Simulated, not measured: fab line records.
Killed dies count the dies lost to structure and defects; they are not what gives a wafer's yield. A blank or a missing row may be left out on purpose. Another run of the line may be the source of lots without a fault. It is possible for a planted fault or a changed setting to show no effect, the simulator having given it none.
Which of the tools did it? / flow sky130 / 34 wafers from 12 lots sampled at 5 of the route's 708 steps

## WHAT THE GAUGES READ, wafer by wafer
SKY_NWELL_RS_MEAS_31: a four-point-probe measurement. Usual: PWDE_RS 5282 ohm/sq, standard deviation 18.
lot=L317; measured=day 5 07:09; on=film_metro-01; PWDE_RS (ohm/sq)=5290 5273 5289; flag=
lot=L318; measured=day 5 16:04; on=film_metro-03; PWDE_RS (ohm/sq)=5264 5269 5271; flag=
lot=L320; measured=day 6 01:59; on=film_metro-04; PWDE_RS (ohm/sq)=5264 5277 5276; flag=
lot=L322; measured=day 6 12:38; on=film_metro-01; PWDE_RS (ohm/sq)=5276 5275 5292; flag=
lot=L323; measured=day 6 19:22; on=film_metro-03; PWDE_RS (ohm/sq)=5254 5257 5250; flag=
lot=L325; measured=day 7 08:02; on=film_metro-04; PWDE_RS (ohm/sq)=5270 5257; flag=
lot=L327; measured=day 7 20:59; on=film_metro-01; PWDE_RS (ohm/sq)=5259 5260 5277; flag=
lot=L328; measured=day 8 01:52; on=film_metro-01; PWDE_RS (ohm/sq)=5280 5289; flag=
lot=L335; measured=day 10 01:33; on=film_metro-01; PWDE_RS (ohm/sq)=5304 5310 5330; flag=
lot=L337; measured=day 10 08:11; on=film_metro-04; PWDE_RS (ohm/sq)=5267 5271 5252; flag=
lot=L339; measured=day 10 21:22; on=film_metro-04; PWDE_RS (ohm/sq)=5259 5260 5284; flag=
lot=L340; measured=day 11 06:53; on=film_metro-04; PWDE_RS (ohm/sq)=5271 5289 5278; flag=

SKY_SONOS_TUNNEL_OVL_MEAS_08. Usual: SONOS_TUNNEL_OVL 0.5 nm, standard deviation 1.9.
lot=L317; measured=day 11 05:37; on=overlay-01; SONOS_TUNNEL_OVL (nm)=0.2 -0.5 -0.5; flag=
lot=L318; measured=day 11 18:05; on=overlay-01; SONOS_TUNNEL_OVL (nm)=-0.7 -2.0 -2.1; flag=
lot=L320; measured=day 12 06:17; on=overlay-01; SONOS_TUNNEL_OVL (nm)=0.9 0.2 0.4; flag=
lot=L322; measured=day 12 21:14; on=overlay-01; SONOS_TUNNEL_OVL (nm)=-0.6 -0.8 -1.6; flag=
lot=L323; measured=day 13 05:47; on=overlay-01; SONOS_TUNNEL_OVL (nm)=-0.4 -0.3 -0.1; flag=
lot=L325; measured=day 13 21:28; on=overlay-02; SONOS_TUNNEL_OVL (nm)=1.3 1.2; flag=
lot=L327; measured=day 14 13:04; on=overlay-01; SONOS_TUNNEL_OVL (nm)=-2.1 -0.3 0.3; flag=
lot=L328; measured=day 14 21:16; on=overlay-01; SONOS_TUNNEL_OVL (nm)=1.8 3.6; flag=
lot=L335; measured=day 17 03:44; on=overlay-01; SONOS_TUNNEL_OVL (nm)=-2.0 -1.1 -2.0; flag=
lot=L337; measured=day 17 12:19; on=overlay-02; SONOS_TUNNEL_OVL (nm)=0.6 3.0 0.8; flag=
lot=L339; measured=day 18 04:08; on=overlay-02; SONOS_TUNNEL_OVL (nm)=2.3 2.2 3.1; flag=
lot=L340; measured=day 18 19:31; on=overlay-02; SONOS_TUNNEL_OVL (nm)=0.8 2.5 3.6; flag=

## TOOL THAT RAN EACH LOT (tool first, then ch and the chambers of the sampled wafers, then the start)
lot=L317; SKY_FIELD_ISO_ETCH_15=rie_diel-01 ch 0,2,3, day 2 07:49; SKY_FIELD_ISO_STRIP_16=plasma_asher-01 ch 0,1, day 2 07:53; SKY_VT_ADJUST_LVTN_STRIP_09=plasma_asher-04 ch 0,1, day 6 20:05
lot=L318; SKY_FIELD_ISO_ETCH_15=rie_diel-01 ch 0,3, day 2 12:22; SKY_FIELD_ISO_STRIP_16=plasma_asher-01 ch 1, day 2 12:26; SKY_VT_ADJUST_LVTN_STRIP_09=plasma_asher-01 ch 0, day 7 05:15
lot=L320; SKY_FIELD_ISO_ETCH_15=rie_diel-04 ch 0,1,3, day 2 21:51; SKY_FIELD_ISO_STRIP_16=plasma_asher-03 ch 0,1, day 2 21:55; SKY_VT_ADJUST_LVTN_STRIP_09=plasma_asher-04 ch 0,1, day 7 16:23
lot=L322; SKY_FIELD_ISO_ETCH_15=rie_diel-01 ch 0,1,3, day 3 06:42; SKY_FIELD_ISO_STRIP_16=plasma_asher-01 ch 0,1, day 3 06:46; SKY_VT_ADJUST_LVTN_STRIP_09=plasma_asher-01 ch 0,1, day 8 04:26
lot=L323; SKY_FIELD_ISO_ETCH_15=rie_diel-03 ch 0,1,3, day 3 13:15; SKY_FIELD_ISO_STRIP_16=plasma_asher-04 ch 0,1, day 3 13:19; SKY_VT_ADJUST_LVTN_STRIP_09=plasma_asher-02 ch 0,1, day 8 10:50
lot=L325; SKY_FIELD_ISO_ETCH_15=rie_diel-03 ch 0,3, day 3 22:22; SKY_FIELD_ISO_STRIP_16=plasma_asher-01 ch 0,1, day 3 22:26; SKY_VT_ADJUST_LVTN_STRIP_09=plasma_asher-01 ch 1, day 9 00:38
lot=L327; SKY_FIELD_ISO_ETCH_15=rie_diel-03 ch 0,3, day 4 07:34; SKY_FIELD_ISO_STRIP_16=plasma_asher-01 ch 0,1, day 4 07:37; SKY_VT_ADJUST_LVTN_STRIP_09=plasma_asher-04 ch 0,1, day 9 15:12
lot=L328; SKY_FIELD_ISO_ETCH_15=rie_diel-03 ch 1,3, day 4 13:57; SKY_FIELD_ISO_STRIP_16=plasma_asher-01 ch 1, day 4 14:01; SKY_VT_ADJUST_LVTN_STRIP_09=plasma_asher-02 ch 0,1, day 9 20:05
lot=L335; SKY_FIELD_ISO_ETCH_15=rie_diel-04 ch 0,1, day 6 01:47; SKY_FIELD_ISO_STRIP_16=plasma_asher-03 ch 0,1, day 6 01:52; SKY_VT_ADJUST_LVTN_STRIP_09=plasma_asher-01 ch 0,1, day 12 00:08
lot=L337; SKY_FIELD_ISO_ETCH_15=rie_diel-01 ch 0,2, day 6 13:37; SKY_FIELD_ISO_STRIP_16=plasma_asher-04 ch 0,1, day 6 13:40; SKY_VT_ADJUST_LVTN_STRIP_09=plasma_asher-02 ch 0,1, day 12 07:20
lot=L339; SKY_FIELD_ISO_ETCH_15=rie_diel-04 ch 0,3, day 6 23:40; SKY_FIELD_ISO_STRIP_16=plasma_asher-01 ch 0,1, day 6 23:44; SKY_VT_ADJUST_LVTN_STRIP_09=plasma_asher-02 ch 0,1, day 12 21:00
lot=L340; SKY_FIELD_ISO_ETCH_15=rie_diel-03 ch 1,3, day 7 08:12; SKY_FIELD_ISO_STRIP_16=plasma_asher-01 ch 0,1, day 7 08:17; SKY_VT_ADJUST_LVTN_STRIP_09=plasma_asher-02 ch 0,1, day 13 08:01
- SKY_FIELD_ISO_ETCH_15: etches the open film in CHF3/O2, stops on Si, target depth 180 nm, time 72 s.
- SKY_FIELD_ISO_STRIP_16: strips in O2/N2.
- SKY_VT_ADJUST_LVTN_STRIP_09: strips in O2/N2.

## AS READ BY THE TOOLS THEMSELVES (means over the sampled wafers that have a number; for cases with no such wafer, the mark the record gives instead)
SKY_FIELD_ISO_ETCH_15. Usual: O2_flow_sccm 4.997 sccm, standard deviation 0.015; bias_w 200.0 W, standard deviation 0.64; drypump_motor_current_A 5.6 A, standard deviation 0.33; oes_product_au 0.947 a.u., standard deviation 0.0066; throttle_valve_pct 8.845 %, standard deviation 0.009.
lot=L317; tool=rie_diel-01; O2_flow_sccm (sccm)=4.991; bias_w (W)=200.3; drypump_motor_current_A (A)=5.7; oes_product_au (a.u.)=0.951; throttle_valve_pct (%)=8.849; flag=
lot=L318; tool=rie_diel-01; O2_flow_sccm (sccm)=4.994; bias_w (W)=200.4; drypump_motor_current_A (A)=5.8; oes_product_au (a.u.)=0.943; throttle_valve_pct (%)=8.848; flag=
lot=L320; tool=rie_diel-04; O2_flow_sccm (sccm)=5.010; bias_w (W)=199.3; drypump_motor_current_A (A)=5.4; oes_product_au (a.u.)=0.952; throttle_valve_pct (%)=8.841; flag=
lot=L322; tool=rie_diel-01; O2_flow_sccm (sccm)=5.015; bias_w (W)=200.2; drypump_motor_current_A (A)=5.9; oes_product_au (a.u.)=0.955; throttle_valve_pct (%)=8.856; flag=
lot=L323; tool=rie_diel-03; O2_flow_sccm (sccm)=5.000; bias_w (W)=200.0; drypump_motor_current_A (A)=5.6; oes_product_au (a.u.)=0.944; throttle_valve_pct (%)=8.839; flag=
lot=L325; tool=rie_diel-03; O2_flow_sccm (sccm)=5.002; bias_w (W)=199.9; drypump_motor_current_A (A)=5.7; oes_product_au (a.u.)=0.841; throttle_valve_pct (%)=8.820; flag=OFF
lot=L327; tool=rie_diel-03; O2_flow_sccm (sccm)=4.992; bias_w (W)=199.9; drypump_motor_current_A (A)=5.7; oes_product_au (a.u.)=0.885; throttle_valve_pct (%)=8.830; flag=OFF
lot=L328; tool=rie_diel-03; O2_flow_sccm (sccm)=5.002; bias_w (W)=199.7; drypump_motor_current_A (A)=5.5; oes_product_au (a.u.)=0.851; throttle_valve_pct (%)=8.807; flag=OFF
lot=L335; tool=rie_diel-04; O2_flow_sccm (sccm)=4.997; bias_w (W)=200.1; drypump_motor_current_A (A)=5.3; oes_product_au (a.u.)=0.948; throttle_valve_pct (%)=8.845; flag=
lot=L337; tool=rie_diel-01; O2_flow_sccm (sccm)=4.994; bias_w (W)=200.4; drypump_motor_current_A (A)=5.5; oes_product_au (a.u.)=0.945; throttle_valve_pct (%)=8.845; flag=
lot=L339; tool=rie_diel-04; O2_flow_sccm (sccm)=5.009; bias_w (W)=199.7; drypump_motor_current_A (A)=5.5; oes_product_au (a.u.)=0.947; throttle_valve_pct (%)=8.845; flag=
lot=L340; tool=rie_diel-03; O2_flow_sccm (sccm)=4.999; bias_w (W)=200.0; drypump_motor_current_A (A)=5.4; oes_product_au (a.u.)=0.945; throttle_valve_pct (%)=8.848; flag=

SKY_FIELD_ISO_STRIP_16. Usual: drypump_motor_current_A 5.6 A, standard deviation 0.46; oes_product_au 0.378 a.u., standard deviation 0.0049; strip_time_to_endpoint_s 3.54 s, standard deviation 0.043.
lot=L317; tool=plasma_asher-01; drypump_motor_current_A (A)=5.5; oes_product_au (a.u.)=0.378; strip_time_to_endpoint_s (s)=3.52; flag=
lot=L318; tool=plasma_asher-01; drypump_motor_current_A (A)=5.6; oes_product_au (a.u.)=0.376; strip_time_to_endpoint_s (s)=3.54; flag=
lot=L320; tool=plasma_asher-03; drypump_motor_current_A (A)=5.2; oes_product_au (a.u.)=0.382; strip_time_to_endpoint_s (s)=3.57; flag=
lot=L322; tool=plasma_asher-01; drypump_motor_current_A (A)=5.4; oes_product_au (a.u.)=0.378; strip_time_to_endpoint_s (s)=3.54; flag=
lot=L323; tool=plasma_asher-04; drypump_motor_current_A (A)=5.6; oes_product_au (a.u.)=0.380; strip_time_to_endpoint_s (s)=3.55; flag=
lot=L325; tool=plasma_asher-01; drypump_motor_current_A (A)=5.4; oes_product_au (a.u.)=0.390; strip_time_to_endpoint_s (s)=3.92; flag=OFF
lot=L327; tool=plasma_asher-01; drypump_motor_current_A (A)=5.5; oes_product_au (a.u.)=0.384; strip_time_to_endpoint_s (s)=3.75; flag=OFF
lot=L328; tool=plasma_asher-01; drypump_motor_current_A (A)=5.6; oes_product_au (a.u.)=0.388; strip_time_to_endpoint_s (s)=3.89; flag=OFF
lot=L335; tool=plasma_asher-03; drypump_motor_current_A (A)=5.5; oes_product_au (a.u.)=0.379; strip_time_to_endpoint_s (s)=3.56; flag=
lot=L337; tool=plasma_asher-04; drypump_motor_current_A (A)=6.1; oes_product_au (a.u.)=0.378; strip_time_to_endpoint_s (s)=3.53; flag=
lot=L339; tool=plasma_asher-01; drypump_motor_current_A (A)=5.4; oes_product_au (a.u.)=0.382; strip_time_to_endpoint_s (s)=3.60; flag=
lot=L340; tool=plasma_asher-01; drypump_motor_current_A (A)=5.5; oes_product_au (a.u.)=0.378; strip_time_to_endpoint_s (s)=3.50; flag=

SKY_VT_ADJUST_LVTN_STRIP_09. Usual: drypump_motor_current_A 5.7 A, standard deviation 0.57; oes_product_au 0.722 a.u., standard deviation 0.0042; strip_time_to_endpoint_s 36.89 s, standard deviation 0.11.
lot=L317; tool=plasma_asher-04; drypump_motor_current_A (A)=6.0; oes_product_au (a.u.)=0.725; strip_time_to_endpoint_s (s)=36.89; flag=
lot=L318; tool=plasma_asher-01; drypump_motor_current_A (A)=5.3; oes_product_au (a.u.)=0.721; strip_time_to_endpoint_s (s)=36.83; flag=
lot=L320; tool=plasma_asher-04; drypump_motor_current_A (A)=5.6; oes_product_au (a.u.)=0.725; strip_time_to_endpoint_s (s)=36.74; flag=
lot=L322; tool=plasma_asher-01; drypump_motor_current_A (A)=5.5; oes_product_au (a.u.)=0.718; strip_time_to_endpoint_s (s)=37.02; flag=
lot=L323; tool=plasma_asher-02; drypump_motor_current_A (A)=6.3; oes_product_au (a.u.)=0.723; strip_time_to_endpoint_s (s)=36.87; flag=
lot=L325; tool=plasma_asher-01; drypump_motor_current_A (A)=5.7; oes_product_au (a.u.)=0.721; strip_time_to_endpoint_s (s)=36.84; flag=
lot=L327; tool=plasma_asher-04; drypump_motor_current_A (A)=6.0; oes_product_au (a.u.)=0.723; strip_time_to_endpoint_s (s)=37.04; flag=
lot=L328; tool=plasma_asher-02; drypump_motor_current_A (A)=6.0; oes_product_au (a.u.)=0.718; strip_time_to_endpoint_s (s)=36.83; flag=
lot=L335; tool=plasma_asher-01; drypump_motor_current_A (A)=5.4; oes_product_au (a.u.)=0.723; strip_time_to_endpoint_s (s)=37.08; flag=
lot=L337; tool=plasma_asher-02; drypump_motor_current_A (A)=5.8; oes_product_au (a.u.)=0.723; strip_time_to_endpoint_s (s)=36.94; flag=
lot=L339; tool=plasma_asher-02; drypump_motor_current_A (A)=6.3; oes_product_au (a.u.)=0.724; strip_time_to_endpoint_s (s)=36.94; flag=
lot=L340; tool=plasma_asher-02; drypump_motor_current_A (A)=5.9; oes_product_au (a.u.)=0.723; strip_time_to_endpoint_s (s)=36.87; flag=

## THE ANSWER, worked out from the rows above alone
Rule: lot off if the mean of its wafers having a number is beyond 3 standard deviations from the usual mean. Also off: a lot with no number at a reading for which 4 or more lots have one. The other lots that the step has rows for count as sound. After the gauges, taken in route order, come the tools' own readings; for these a lot's mean is taken, as printed above. At the first step where some lot is off, the reading lying furthest off is the one used; lots without a number count as furthest.
Off, at SKY_FIELD_ISO_ETCH_15 on oes_product_au: L325, L327, L328.
A tool fits if, at that step or a process step before it, it ran every lot that is off, and no sound lot after the first of them. Not one of the candidates tried fits.

## WHAT HAD BEEN PUT IN BY THE SIMULATOR
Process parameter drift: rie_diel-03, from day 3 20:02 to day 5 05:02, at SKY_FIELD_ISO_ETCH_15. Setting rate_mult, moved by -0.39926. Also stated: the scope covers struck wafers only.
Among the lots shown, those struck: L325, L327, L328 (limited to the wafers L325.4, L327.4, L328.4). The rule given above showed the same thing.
